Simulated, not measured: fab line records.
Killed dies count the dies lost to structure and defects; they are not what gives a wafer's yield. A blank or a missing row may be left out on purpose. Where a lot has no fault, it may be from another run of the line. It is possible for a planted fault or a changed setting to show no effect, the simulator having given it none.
Comparing a struck lot with a sound one || flow sky130 || 18 out of 708 route steps
Sound: these wafers, L771.2, L771.3, L771.6. Struck: wafers L764.3, L764.6. (L764.1 of the same lot was not struck and is left out.) The cause comes at the end.
Each step with rows lists, per side, the tool, then ch with its chambers, then its first start. Under that, the readings that differ: sound wafers || struck wafers || difference of the means || sigmas: that difference in standard deviations of wafers without a fault.
alike: words and numbers the same on both sides, and readings whose means are apart by under 2 such deviations; not compared: readings that were withheld, readings missing a value for some wafer, numbers with overlapping values and no deviation given by the record, and bounds like >300 which may hide the same value.
The two part at a step that has a row with sigmas, a row that says differs or no value, or rows on one side only. Numbers that have no deviation but don't overlap get no sigmas and don't part them. A reading missing from all wafers of one side parts the sides only when that side holds two or more wafers.

first, 5 steps without rows for these wafers: SKY_VIA4_COAT_06 (resist thk 1140 nm); SKY_VIA4_SOFTBAKE_07 (time 60 s); SKY_VIA4_EXPOSE_08 (exposes mask VIM4, target cd 800 nm); SKY_VIA4_PEB_09; SKY_VIA4_DEVELOP_10 (develop time 57.7 s).
SKY_VIA4_OVL_MEAS_11:
  sound on overlay-01, day 47 09:28; struck on overlay-01, day 45 22:51
  alike: VIA4_OVL
SKY_VIA4_ETCH_12: etches SiO2 in C4F8/O2/Ar, stops on TiN, target depth 580 nm.
  sound on rieDiel-03 ch 0,1, day 47 09:29; struck on rieDiel-04 ch 1,3, day 45 22:53
  alike: oesProductAu
SKY_VIA4_STRIP_13: strips in O2/N2.
  sound on plasmaAsher-01 ch 1, day 47 09:36; struck on plasmaAsher-04 ch 1, day 45 22:58
  alike: drypumpMotorCurrentA, oesProductAu, stripTimeToEndpointS
  not compared: rfHoursCounterH
then, 3 steps without rows for these wafers: SKY_VIA4_STRIP_14 (strips in post etch residue remover, time 1200 s); SKY_VIA4_CLEAN_15 (cleans in IPA, time 180 s); SKY_VIA4_CLEAN_16 (cleans in O3/DIW).
SKY_VIA4_SPUTTER_17: material TiN, target thk 20 nm, time 80 s.
  sound on pvdSputter-02, day 47 10:11; struck on pvdSputter-03, day 45 23:33
  alike: throttleValvePct
SKY_VIA4_CVD_18: deposits W, target thk 505 nm, time 152.14 s.
  sound on cvdW-01 ch 0,1, day 47 10:15; struck on cvdW-02 ch 0,1, day 45 23:37
{"reading": "heaterPowerW (W)", "sound": "908 959 939", "struck": "809 773", "difference": -144, "sigmas": -2}
{"reading": "model.W_of_VIA4_CVD_18.thkNm (nm)", "sound": "509.1 504.5 504.7", "struck": "325.6 315.5", "difference": -185.6, "sigmas": ""}
  alike: heaterPowerOuterW, susceptorTempC
SKY_VIA4_RS_MEAS_19: a four-point-probe measurement.
  sound on filmMetro-01, day 47 10:26; struck on filmMetro-02, day 45 23:46
{"reading": "VIA4_W_RS (ohm/sq)", "sound": "0.225 0.226 0.227", "struck": "0.353 0.365", "difference": "+0.133", "sigmas": "+39"}
SKY_VIA4_THK_MEAS_20: measures by xrf.
  sound on filmMetro-01, day 47 10:32; struck on filmMetro-02, day 45 23:53
{"reading": "VIA4_W_THK (nm)", "sound": "497 491 495", "struck": "319 310", "difference": -180, "sigmas": -23}
SKY_VIA4_CMP_21: polishes, stops on SiO2, t overpolish 25 s, target thk 0 nm.
  sound on cmp-02 ch 1,3, day 47 10:35; struck on cmp-02 ch 0,2, day 45 23:59
{"reading": "timeToEndpointS (s)", "sound": "123 116 117", "struck": "80 77", "difference": -40, "sigmas": -8}
  alike: motorCurrentA, slurryFilterDpKPa
SKY_METAL5_SPUTTER_00: material Ti, target thk 15 nm, time 10 s.
  sound on pvdSputter-02, day 47 10:53; struck on pvdSputter-02, day 46 00:14
  alike: throttleValvePct
-- the record jumps here: 3 days lie between the struck wafers' starts before and after (it left off in module METAL5 and takes up again in module PAD_OPEN, whose first step shown is number 708 of the route) --
SKY_PAD_OPEN_PROBE_99:
  sound on prober-01, day 49 21:19; struck on prober-01, day 48 16:05
  alike: defectLimitedYield, killed_at_M0_to_M3, killed_at_M4_up, killedAtContacts, killedAtFrontEnd, killedAtOther, killedDies, killedOpen, killedShort, sort_bin_3_pad_short, sort_bin_5_function, sort_bin_6_memory, sortNPass, sortYieldPct

== WHERE THEY PART ==
First at SKY_VIA4_CVD_18; last, within this record, at SKY_VIA4_CMP_21. Later steps at which nothing parts them and some readings are alike: SKY_METAL5_SPUTTER_00, SKY_PAD_OPEN_PROBE_99.

WHY: what had been put in by the simulator
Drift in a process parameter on cvdW-02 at SKY_VIA4_CVD_18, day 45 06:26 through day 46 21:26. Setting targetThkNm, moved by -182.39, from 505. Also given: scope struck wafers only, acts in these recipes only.
